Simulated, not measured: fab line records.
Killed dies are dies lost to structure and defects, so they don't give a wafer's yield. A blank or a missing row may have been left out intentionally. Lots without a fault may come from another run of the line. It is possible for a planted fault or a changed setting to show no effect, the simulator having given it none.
fab line records ; flow sky130
record lots=11; wafers=33; last_day=49
route steps=708 shown LI_CONTACT@363 LOCAL_INTERCONNECT@387 CONTACT@406 PAD_OPEN@708
lots with no fault: from the same line, run without faults
start_h: the number of hours between the record's first day and the start of the first shown wafer of the lot ; wait_h: hours from the lot's prior step to this one ; " identical to the entry in the row above ; L1.1+2: a single row standing in for several wafers ; - no value, or no start was given ; * or withheld: withheld ; < > ~ a bound
route shown NAME@n: NAME is a module with steps in the file, n the number in the route of the first one ; usual: average and standard deviation across the fault-free wafers ; same: alike in all rows ; chamber/n: place in a boat ; sites: per-site readings ; _std_site: the standard deviation of these ; _edge_site: outer sites' mean less inner sites' ; radius_mm: how far each site lies from the wafer's centre ; mask NAME#n: copy n ; behind: the most recent tool/chamber to have shaped the wafer ; hold: reason for holding the lot/hours on hold/outcome of the hold ; device: which transistor (n, p or np) failed to switch ; end of line: the same wafers' tests at the end of the route ; step lacking rows: just its recipe ; killed: count of dies lost to structure and defects at first sort (not the wafer's yield) ; map: the dies of a wafer, with x for killed, . for not killed, _ for no die there
set.NAME: the run value of the setting; set.NAME@STEP: its run value at that earlier step ; model.NAME: the simulator's own value behind a step, which no gauge read
one table for each step of the route and one row for each wafer, over a sample of lots
services: from which hour (start_h, from the record's first day; less than 0 if before it) a tool's chamber was out of use, for how many hours, and why
## steps
# step SKY_LI_CONTACT_THK_MEAS_01
# recipe reads=PSG_of_LI_CONTACT_HDPCVD_00
# usual LI_CONTACT_HDPCVD_THK=929/9.2
lot.wafer;tool;chamber;start_h;wait_h;LI_CONTACT_HDPCVD_THK[nm]
L132.2;film_metro-04;-;662.94;0.1;934
L132.4;film_metro-04;-;662.94;0.1;929
L132.6;film_metro-04;-;662.94;0.1;931
L135.4;film_metro-03;-;684.11;0.1;926
L135.5;film_metro-03;-;684.11;0.1;938
L135.6;film_metro-03;-;684.11;0.1;922
L134.1;film_metro-03;-;685.28;0.1;932
L134.2;film_metro-03;-;685.28;0.1;926
L134.5;film_metro-03;-;685.28;0.1;931
L136.1;film_metro-01;-;693.49;0.1;919
L136.4;film_metro-01;-;693.49;0.1;922
L136.5;film_metro-01;-;693.49;0.1;923
L138.2;film_metro-03;-;708.23;0.1;941
L138.4;film_metro-03;-;708.23;0.1;925
L138.6;film_metro-03;-;708.23;0.1;922
L139.2;film_metro-03;-;711.63;0.1;929
L139.3;film_metro-03;-;711.63;0.1;924
L139.4;film_metro-03;-;711.63;0.1;929
L141.2;film_metro-03;-;738.87;0.1;914
L141.5;film_metro-03;-;738.87;0.1;908
L141.6;film_metro-03;-;738.87;0.1;905
L145.2;film_metro-03;-;765.97;0.1;922
L145.4;film_metro-03;-;765.97;0.1;923
L145.5;film_metro-03;-;765.97;0.1;927
L146.1;film_metro-01;-;768.08;0.1;955
L146.2;film_metro-01;-;768.08;0.1;949
L146.4;film_metro-01;-;768.08;0.1;947
L147.1;film_metro-04;-;782.69;0.1;933
L147.3;film_metro-04;-;782.69;0.1;933
L147.6;film_metro-04;-;782.69;0.1;938
L151.2;film_metro-03;-;804.24;0.1;947
L151.3;film_metro-03;-;804.24;0.1;937
L151.6;film_metro-03;-;804.24;0.1;933
# step SKY_LI_CONTACT_BOW_MEAS_03
# recipe mode=bow
# usual LI_CONTACT_BOW=54/6.8
lot.wafer;tool;chamber;start_h;wait_h;LI_CONTACT_BOW[um]
L132.2;film_metro-04;-;663.31;0.2;56
L132.4;film_metro-04;-;663.31;0.2;62
L132.6;film_metro-04;-;663.31;0.2;51
L135.4;film_metro-04;-;684.51;0.2;55
L135.5;film_metro-04;-;684.51;0.2;58
L135.6;film_metro-04;-;684.51;0.2;62
L134.1;film_metro-01;-;685.64;0.2;59
L134.2;film_metro-01;-;685.64;0.2;56
L134.5;film_metro-01;-;685.64;0.2;60
L136.1;film_metro-04;-;693.90;0.3;48
L136.4;film_metro-04;-;693.90;0.3;55
L136.5;film_metro-04;-;693.90;0.3;53
L138.2;film_metro-03;-;708.60;0.3;60
L138.4;film_metro-03;-;708.60;0.3;50
L138.6;film_metro-03;-;708.60;0.3;56
L139.2;film_metro-04;-;712.00;0.3;62
L139.3;film_metro-04;-;712.00;0.3;51
L139.4;film_metro-04;-;712.00;0.3;53
L141.2;film_metro-04;-;739.24;0.3;53
L141.5;film_metro-04;-;739.24;0.3;53
L141.6;film_metro-04;-;739.24;0.3;58
L145.2;film_metro-04;-;766.34;0.2;69
L145.4;film_metro-04;-;766.34;0.2;69
L145.5;film_metro-04;-;766.34;0.2;55
L146.1;film_metro-03;-;768.44;0.2;44
L146.2;film_metro-03;-;768.44;0.2;50
L146.4;film_metro-03;-;768.44;0.2;56
L147.1;film_metro-03;-;783.05;0.1;62
L147.3;film_metro-03;-;783.05;0.1;53
L147.6;film_metro-03;-;783.05;0.1;60
L151.2;film_metro-01;-;804.61;0.1;46
L151.3;film_metro-01;-;804.61;0.1;58
L151.6;film_metro-01;-;804.61;0.1;65
# step SKY_LOCAL_INTERCONNECT_SPUTTER_00
# recipe material=TiN; target_thk_nm=100; temp_c=300; power_w=6500; time_s=83.3; chamber_pressure_pa=0.4
# usual throttle_valve_pct=30.3/0.94
lot.wafer;tool;chamber;start_h;wait_h;throttle_valve_pct
L132.2;pvd_sputter-01;-;693.02;0.2;28.6
L132.4;pvd_sputter-01;-;693.02;0.2;30.0
L132.6;pvd_sputter-01;-;693.02;0.2;29.6
L135.4;pvd_sputter-04;-;714.00;0.2;30.3
L135.5;pvd_sputter-04;-;714.00;0.2;29.3
L135.6;pvd_sputter-04;-;714.00;0.2;31.0
L134.1;pvd_sputter-03;-;715.23;0.1;31.9
L134.2;pvd_sputter-03;-;715.23;0.1;30.4
L134.5;pvd_sputter-03;-;715.23;0.1;31.5
L136.1;pvd_sputter-04;-;723.52;0.1;29.1
L136.4;pvd_sputter-04;-;723.52;0.1;30.8
L136.5;pvd_sputter-04;-;723.52;0.1;29.5
L138.2;pvd_sputter-01;-;737.94;0.1;30.3
L138.4;pvd_sputter-01;-;737.94;0.1;28.7
L138.6;pvd_sputter-01;-;737.94;0.1;28.4
L139.2;pvd_sputter-01;-;741.29;0.2;28.8
L139.3;pvd_sputter-01;-;741.29;0.2;29.6
L139.4;pvd_sputter-01;-;741.29;0.2;29.8
L141.2;pvd_sputter-01;-;765.06;0.2;30.6
L141.5;pvd_sputter-01;-;765.06;0.2;29.8
L141.6;pvd_sputter-01;-;765.06;0.2;29.7
L145.2;pvd_sputter-01;-;794.94;0.2;29.6
L145.4;pvd_sputter-01;-;794.94;0.2;30.3
L145.5;pvd_sputter-01;-;794.94;0.2;30.0
L146.1;pvd_sputter-03;-;796.50;0.2;30.8
L146.2;pvd_sputter-03;-;796.50;0.2;30.8
L146.4;pvd_sputter-03;-;796.50;0.2;31.7
L147.1;pvd_sputter-01;-;810.69;0.2;29.9
L147.3;pvd_sputter-01;-;810.69;0.2;28.7
L147.6;pvd_sputter-01;-;810.69;0.2;29.7
L151.2;pvd_sputter-04;-;832.27;0.2;31.2
L151.3;pvd_sputter-04;-;832.27;0.2;29.1
L151.6;pvd_sputter-04;-;832.27;0.2;29.2
# step SKY_LOCAL_INTERCONNECT_RS_MEAS_01
# recipe thk_meas_gauge=four-point-probe; reads=TiN_of_LOCAL_INTERCONNECT_SPUTTER_00
# usual LOCAL_INTERCONNECT_TIN_RS=14.12/0.15
lot.wafer;tool;chamber;start_h;wait_h;LOCAL_INTERCONNECT_TIN_RS[ohm/sq]
L132.2;film_metro-02;-;693.10;0.1;14.38
L132.4;film_metro-02;-;693.10;0.1;14.13
L132.6;film_metro-02;-;693.10;0.1;14.23
L135.4;film_metro-03;-;714.12;0.1;14.04
L135.5;film_metro-03;-;714.12;0.1;13.96
L135.6;film_metro-03;-;714.12;0.1;14.08
L134.1;film_metro-02;-;715.29;0.0;14.25
L134.2;film_metro-02;-;715.29;0.0;14.22
L134.5;film_metro-02;-;715.29;0.0;14.18
L136.1;film_metro-01;-;723.58;0.0;14.11
L136.4;film_metro-01;-;723.58;0.0;13.89
L136.5;film_metro-01;-;723.58;0.0;13.93
L138.2;film_metro-03;-;738.02;0.1;13.96
L138.4;film_metro-03;-;738.02;0.1;14.17
L138.6;film_metro-03;-;738.02;0.1;14.06
L139.2;film_metro-02;-;741.37;0.1;14.18
L139.3;film_metro-02;-;741.37;0.1;14.12
L139.4;film_metro-02;-;741.37;0.1;14.06
L141.2;film_metro-03;-;765.15;0.1;14.12
L141.5;film_metro-03;-;765.15;0.1;13.87
L141.6;film_metro-03;-;765.15;0.1;14.11
L145.2;film_metro-02;-;795.02;0.1;15.68
L145.4;film_metro-02;-;795.02;0.1;13.99
L145.5;film_metro-02;-;795.02;0.1;13.93
L146.1;film_metro-02;-;796.56;0.0;14.35
L146.2;film_metro-02;-;796.56;0.0;14.14
L146.4;film_metro-02;-;796.56;0.0;14.19
L147.1;film_metro-02;-;810.75;0.0;15.91
L147.3;film_metro-02;-;810.75;0.0;14.19
L147.6;film_metro-02;-;810.75;0.0;14.24
L151.2;film_metro-01;-;832.36;0.1;13.91
L151.3;film_metro-01;-;832.36;0.1;13.83
L151.6;film_metro-01;-;832.36;0.1;13.82
# step SKY_LOCAL_INTERCONNECT_THK_MEAS_02
# recipe thk_meas_gauge=xrf; reads=TiN_of_LOCAL_INTERCONNECT_SPUTTER_00
# usual LOCAL_INTERCONNECT_TIN_THK=99.8/1.1
lot.wafer;tool;chamber;start_h;wait_h;LOCAL_INTERCONNECT_TIN_THK[nm]
L132.2;film_metro-02;-;693.21;0.1;99.3
L132.4;film_metro-02;-;693.21;0.1;101.0
L132.6;film_metro-02;-;693.21;0.1;100.6
L135.4;film_metro-03;-;714.21;0.1;99.4
L135.5;film_metro-03;-;714.21;0.1;99.4
L135.6;film_metro-03;-;714.21;0.1;98.9
L134.1;film_metro-02;-;715.41;0.1;100.2
L134.2;film_metro-02;-;715.41;0.1;100.8
L134.5;film_metro-02;-;715.41;0.1;100.9
L136.1;film_metro-01;-;723.70;0.1;99.8
L136.4;film_metro-01;-;723.70;0.1;100.9
L136.5;film_metro-01;-;723.70;0.1;101.1
L138.2;film_metro-03;-;738.13;0.1;99.6
L138.4;film_metro-03;-;738.13;0.1;98.5
L138.6;film_metro-03;-;738.13;0.1;99.2
L139.2;film_metro-02;-;741.48;0.1;100.7
L139.3;film_metro-02;-;741.48;0.1;100.9
L139.4;film_metro-02;-;741.48;0.1;100.9
L141.2;film_metro-03;-;765.26;0.1;99.2
L141.5;film_metro-03;-;765.26;0.1;100.8
L141.6;film_metro-03;-;765.26;0.1;99.2
L145.2;film_metro-02;-;795.13;0.1;91.4
L145.4;film_metro-02;-;795.13;0.1;101.3
L145.5;film_metro-02;-;795.13;0.1;102.0
L146.1;film_metro-02;-;796.68;0.1;99.5
L146.2;film_metro-02;-;796.68;0.1;100.4
L146.4;film_metro-02;-;796.68;0.1;100.2
L147.1;film_metro-02;-;810.87;0.1;89.9
L147.3;film_metro-02;-;810.87;0.1;100.5
L147.6;film_metro-02;-;810.87;0.1;100.0
L151.2;film_metro-01;-;832.47;0.1;101.1
L151.3;film_metro-01;-;832.47;0.1;101.2
L151.6;film_metro-01;-;832.47;0.1;101.0
# step SKY_LOCAL_INTERCONNECT_METAL_ETCH_14
# recipe target_depth_nm=110; stop_on=PSG; chemistry=Cl2/BCl3; target=TiN; resist_sidewall_deg=88; pressure_mtorr=10; icp_w=900; bias_w=48.5; Cl2_flow_sccm=60; bcl3_flow_sccm=30; time_s=31.4
# usual drypump_motor_current_A=5.9/0.37; oes_product_au=0.942/0.007; throttle_valve_pct=21.901/0.0099
lot.wafer;tool;chamber;start_h;wait_h;drypump_motor_current_A;oes_product_au;rf_hours_counter_h;throttle_valve_pct
L132.2;rie_metal-03;1;721.37;0.0;6.0;0.928;15;21.903
L132.4;rie_metal-03;0;721.37;0.0;5.5;0.941;-;21.896
L132.6;rie_metal-03;1;721.37;0.0;5.9;0.938;-;21.912
L135.4;rie_metal-02;1;742.30;0.0;5.5;0.951;-;21.904
L135.5;rie_metal-02;1;742.30;0.0;5.5;0.954;-;21.890
L135.6;rie_metal-02;0;742.30;0.0;6.4;0.945;-;21.902
L134.1;rie_metal-03;0;743.47;0.0;5.5;0.941;4;21.917
L134.2;rie_metal-03;1;743.47;0.0;6.0;0.944;15;21.921
L134.5;rie_metal-03;0;743.47;0.0;5.5;0.941;-;21.913
L136.1;rie_metal-04;0;751.13;0.1;6.5;0.941;7;21.889
L136.4;rie_metal-04;0;751.13;0.1;6.5;0.957;-;21.883
L136.5;rie_metal-04;0;751.13;0.1;6.5;0.948;-;21.904
L138.2;rie_metal-04;0;762.73;0.0;6.5;0.949;8;21.886
L138.4;rie_metal-04;1;762.73;0.0;5.9;0.942;-;21.910
L138.6;rie_metal-04;0;762.73;0.0;6.5;0.942;-;21.897
L139.2;rie_metal-02;1;766.37;0.0;5.5;0.941;15;21.889
L139.3;rie_metal-02;1;766.37;0.0;5.5;0.936;-;21.899
L139.4;rie_metal-02;0;766.37;0.0;6.4;0.948;-;21.920
L141.2;rie_metal-02;1;792.72;0.0;5.4;0.933;16;21.895
L141.5;rie_metal-02;1;792.72;0.0;5.5;0.948;-;21.902
L141.6;rie_metal-02;0;792.72;0.0;6.4;0.948;-;21.905
L145.2;rie_metal-03;0;822.03;0.0;5.5;0.892;8;21.934
L145.4;rie_metal-03;0;822.03;0.0;5.5;0.946;-;21.909
L145.5;rie_metal-03;1;822.03;0.0;5.9;0.951;-;21.884
L146.1;rie_metal-03;1;823.53;0.0;5.9;0.935;1;21.918
L146.2;rie_metal-03;0;823.53;0.0;5.5;0.939;8;21.910
L146.4;rie_metal-03;1;823.53;0.0;5.9;0.938;-;21.914
L147.1;rie_metal-03;1;836.73;0.0;6.0;0.882;2;21.936
L147.3;rie_metal-03;0;836.73;0.0;5.5;0.942;-;21.917
L147.6;rie_metal-03;0;836.73;0.0;5.5;0.945;-;21.901
L151.2;rie_metal-02;0;857.60;0.1;6.4;0.950;-;21.914
L151.3;rie_metal-02;0;857.60;0.1;6.4;0.954;-;21.892
L151.6;rie_metal-02;0;857.60;0.1;6.3;0.957;-;21.893
# step SKY_CONTACT_CVD_00
# recipe material=Si3N4; target_thk_nm=75; temp_c=400; time_s=withheld; rf_w=450
# usual heater_power_w=771/160
lot.wafer;tool;chamber;start_h;wait_h;heater_power_w
L132.2;pecvd-03;2;722.43;0.0;1041
L132.4;pecvd-03;1;722.43;0.0;531
L132.6;pecvd-03;2;722.43;0.0;1014
L135.4;pecvd-04;0;742.97;0.0;532
L135.5;pecvd-04;2;742.97;0.0;631
L135.6;pecvd-04;1;742.97;0.0;894
L134.1;pecvd-03;0;744.15;0.0;802
L134.2;pecvd-03;2;744.15;0.0;991
L134.5;pecvd-03;2;744.15;0.0;983
L136.1;pecvd-04;0;751.90;0.0;621
L136.4;pecvd-04;0;751.90;0.0;624
L136.5;pecvd-04;2;751.90;0.0;730
L138.2;pecvd-04;1;763.39;0.0;998
L138.4;pecvd-04;2;763.39;0.0;716
L138.6;pecvd-04;0;763.39;0.0;622
L139.2;pecvd-03;0;767.12;0.0;787
L139.3;pecvd-03;2;767.12;0.0;977
L139.4;pecvd-03;1;767.12;0.0;637
L141.2;pecvd-04;0;793.40;0.0;561
L141.5;pecvd-04;2;793.40;0.0;730
L141.6;pecvd-04;0;793.40;0.0;579
L145.2;pecvd-01;0;822.77;0.0;859
L145.4;pecvd-01;2;822.77;0.0;764
L145.5;pecvd-01;2;822.77;0.0;770
L146.1;pecvd-03;2;824.53;0.0;1121
L146.2;pecvd-03;0;824.53;0.0;808
L146.4;pecvd-03;0;824.53;0.0;811
L147.1;pecvd-04;0;837.41;0.0;652
L147.3;pecvd-04;1;837.41;0.0;1005
L147.6;pecvd-04;2;837.41;0.0;775
L151.2;pecvd-04;1;858.29;0.0;1001
L151.3;pecvd-04;2;858.29;0.0;709
L151.6;pecvd-04;0;858.29;0.0;641
# step SKY_PAD_OPEN_PROBE_99
# usual killed_at_M0_to_M3=43/6.8; killed_at_M4_up=3.2/1.7; killed_at_contacts=24/5.7; killed_at_front_end=16/4.3; killed_at_other=0.3/0.56; killed_dies=86/9.5; killed_open=47/6.9; killed_short=39/5.8
# same gross_dies=492; killed_at_back_side=0
lot.wafer;tool;chamber;start_h;wait_h;killed_at_M0_to_M3;killed_at_M4_up;killed_at_contacts;killed_at_front_end;killed_at_other;killed_dies;killed_open;killed_short
L132.2;prober-01;-;1086.37;0.1;35;0;27;17;0;79;40;39
L132.4;prober-01;-;1086.47;0.2;46;2;17;17;1;83;47;36
L132.6;prober-01;-;1086.57;0.2;55;0;21;11;0;87;51;36
L139.2;prober-02;-;1120.97;0.1;47;6;26;8;0;87;46;41
L139.3;prober-02;-;1121.02;0.2;43;3;32;15;0;93;51;42
L139.4;prober-02;-;1121.07;0.2;49;3;15;19;0;86;46;40
L141.2;prober-02;-;1138.22;0.1;45;3;24;12;1;85;42;42
L141.5;prober-02;-;1138.37;0.2;28;3;16;21;0;68;35;32
L141.6;prober-02;-;1138.42;0.2;43;1;26;22;0;92;49;41
L145.2;prober-02;-;1158.72;0.1;44;2;19;14;1;80;44;35
L145.4;prober-02;-;1158.82;0.2;46;3;18;13;0;80;43;37
L145.5;prober-02;-;1158.87;0.2;44;4;30;20;0;98;56;41
L146.1;prober-01;-;1162.36;0.1;40;4;19;21;0;84;42;42
L146.2;prober-01;-;1162.41;0.1;37;5;18;13;0;73;35;38
L146.4;prober-01;-;1162.51;0.2;37;4;24;18;0;83;35;48
# killed by level:class
L132.2 CONTACT:geometric_particle:open=10 VIA1:geometric_particle:short=8 VIA1:geometric_particle:open=7 VIA2:geometric_particle:open=7 POLY_GATE:geometric_particle:short=6 POLY_GATE:geometric_particle:open=6 LI_CONTACT:geometric_particle:short=4 LI_CONTACT:geometric_particle:open=4
L132.4 VIA1:geometric_particle:open=12 VIA3:geometric_particle:open=8 FIELD_ISO:geometric_particle:short=6 POLY_GATE:geometric_particle:open=6 CONTACT:geometric_particle:open=6 LI_CONTACT:geometric_particle:open=5 METAL1:geometric_particle:short=5 METAL2:geometric_particle:short=5
L132.6 VIA1:geometric_particle:open=11 VIA3:geometric_particle:open=11 METAL2:geometric_particle:short=8 CONTACT:geometric_particle:open=8 VIA2:geometric_particle:open=6 FIELD_ISO:geometric_particle:short=4 LI_CONTACT:geometric_particle:open=4 CONTACT:geometric_particle:short=4
L139.2 CONTACT:geometric_particle:open=12 VIA2:geometric_particle:short=9 VIA1:geometric_particle:open=8 CONTACT:geometric_particle:short=5 LI_CONTACT:geometric_particle:open=5 VIA1:geometric_particle:short=5 VIA2:geometric_particle:open=5 VIA3:geometric_particle:open=5
L139.3 VIA1:geometric_particle:open=12 CONTACT:geometric_particle:open=12 LI_CONTACT:geometric_particle:open=10 FIELD_ISO:geometric_particle:short=5 VIA3:geometric_particle:open=5 VIA2:geometric_particle:open=5 LI_CONTACT:geometric_particle:short=4 VIA1:geometric_particle:short=4
L139.4 VIA1:geometric_particle:open=17 VIA1:geometric_particle:short=9 METAL2:geometric_particle:short=7 FIELD_ISO:geometric_particle:short=6 LI_CONTACT:geometric_particle:open=6 METAL1:geometric_particle:short=5 CONTACT:geometric_particle:open=4 FIELD_ISO:geometric_particle:open=3
L141.2 LI_CONTACT:geometric_particle:open=10 VIA3:geometric_particle:open=8 VIA1:geometric_particle:open=8 CONTACT:geometric_particle:short=7 VIA1:geometric_particle:short=7 METAL1:geometric_particle:short=6 FIELD_ISO:geometric_particle:short=4 VIA2:geometric_particle:short=4
L141.5 FIELD_ISO:geometric_particle:short=7 CONTACT:geometric_particle:open=7 SPACER:geometric_particle:open=6 VIA1:geometric_particle:open=6 VIA3:geometric_particle:open=5 POLY_GATE:geometric_particle:open=4 LOCAL_INTERCONNECT:geometric_particle:short=4 METAL2:geometric_particle:short=4
L141.6 CONTACT:geometric_particle:open=11 FIELD_ISO:geometric_particle:short=9 VIA2:geometric_particle:open=8 VIA1:geometric_particle:open=7 VIA3:geometric_particle:open=6 SPACER:geometric_particle:open=5 LI_CONTACT:geometric_particle:short=5 VIA2:geometric_particle:short=5
L145.2 CONTACT:geometric_particle:open=10 VIA1:geometric_particle:open=9 VIA2:geometric_particle:open=7 VIA3:geometric_particle:open=7 VIA1:geometric_particle:short=6 FIELD_ISO:geometric_particle:open=3 POLY_GATE:geometric_particle:short=3 VIA2:geometric_particle:short=3
L145.4 VIA1:geometric_particle:open=17 FIELD_ISO:geometric_particle:open=6 VIA1:geometric_particle:short=6 LI_CONTACT:geometric_particle:open=5 LOCAL_INTERCONNECT:geometric_particle:short=5 CONTACT:geometric_particle:short=5 METAL1:geometric_particle:short=5 VIA3:geometric_particle:open=5
L145.5 CONTACT:geometric_particle:open=16 VIA1:geometric_particle:open=11 VIA1:geometric_particle:short=10 LI_CONTACT:geometric_particle:open=6 FIELD_ISO:geometric_particle:short=5 FIELD_ISO:geometric_particle:open=5 VIA2:geometric_particle:open=5 VIA3:geometric_particle:open=5
L146.1 LI_CONTACT:geometric_particle:open=11 VIA2:geometric_particle:open=9 VIA1:geometric_particle:open=8 METAL2:geometric_particle:short=6 FIELD_ISO:geometric_particle:short=5 FIELD_ISO:geometric_particle:open=4 CONTACT:geometric_particle:short=4 METAL1:geometric_particle:short=4
L146.2 VIA1:geometric_particle:open=9 METAL1:geometric_particle:short=8 CONTACT:geometric_particle:open=6 FIELD_ISO:geometric_particle:open=5 CONTACT:geometric_particle:short=5 METAL3:geometric_particle:open=4 VIA1:geometric_particle:short=4 VIA3:geometric_particle:open=3
L146.4 CONTACT:geometric_particle:open=7 VIA1:geometric_particle:short=7 CONTACT:geometric_particle:short=6 VIA1:geometric_particle:open=6 LI_CONTACT:geometric_particle:short=5 LI_CONTACT:geometric_particle:open=5 METAL2:geometric_particle:short=5 VIA2:geometric_particle:open=5
## services
tool;chamber;start_h;hours;kind
pvd_sputter-01;0;670.01;-;consumable_replace:kit
pvd_sputter-01;0;670.01;18.0;scheduled_down
pvd_sputter-01;0;670.01;18.0;vent_cycle
pecvd-03;0;672.80;2.1;scheduled_down
pecvd-04;-;673.72;7.4;repair
pecvd-03;2;680.04;4.9;repair
rie_metal-03;-;682.81;0.3;repair
pecvd-03;1;691.63;6.1;repair
pecvd-01;-;755.68;0.6;repair
rie_metal-03;1;756.82;-;clean
rie_metal-03;1;756.82;28.7;scheduled_down
rie_metal-03;1;756.82;28.7;vent_cycle
pecvd-04;2;767.38;8.8;repair
pecvd-04;1;769.60;62.6;repair
pecvd-03;-;797.80;1.8;repair
pecvd-01;1;806.02;5.0;repair
rie_metal-04;-;828.11;2.8;pm
pvd_sputter-03;-;830.85;1.2;repair
pvd_sputter-01;3;831.87;-;consumable_replace:kit
pvd_sputter-01;3;831.87;18.0;scheduled_down
pvd_sputter-01;3;831.87;18.0;vent_cycle
pecvd-03;1;837.06;6.3;repair
rie_metal-03;1;840.40;2.4;repair
rie_metal-02;1;848.24;-;clean
## key
first_sign step=SKY_LOCAL_INTERCONNECT_RS_MEAS_01; reading=LOCAL_INTERCONNECT_TIN_RS; direction=up; sigmas=12; usual=14.12; struck=15.79
effect step=SKY_LOCAL_INTERCONNECT_THK_MEAS_02; reading=LOCAL_INTERCONNECT_TIN_THK; direction=down; sigmas=8.2; usual=99.8; struck=90.6
effect step=SKY_LOCAL_INTERCONNECT_METAL_ETCH_14; reading=oes_product_au; direction=down; sigmas=7.8; usual=0.942; struck=0.887
met_at SKY_LOCAL_INTERCONNECT_SPUTTER_00
struck_lots L145,L147
struck_wafers L145.2,L147.1
tester_left_out L145,L147
not_acting_at SKY_LI_CONTACT_THK_MEAS_01,SKY_LI_CONTACT_BOW_MEAS_03,SKY_CONTACT_CVD_00
onset_between 765.06 794.94
fault kind=process_parameter_drift; tool=pvd_sputter-01; chamber=-; onset_h=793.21; steps=SKY_LOCAL_INTERCONNECT_SPUTTER_00; channel=time_s; offset=*; shape=step; end_h=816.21; acts_in=*; stated=*; scope=struck_wafers_only
# tester_left_out: of these lots the tester's yield and bins aren't shown, on N5 and GAA mostly nor the transistor test; their killed dies are dies lost to structure and defects alone, not to doping, threshold or leakage, so they don't give the yield
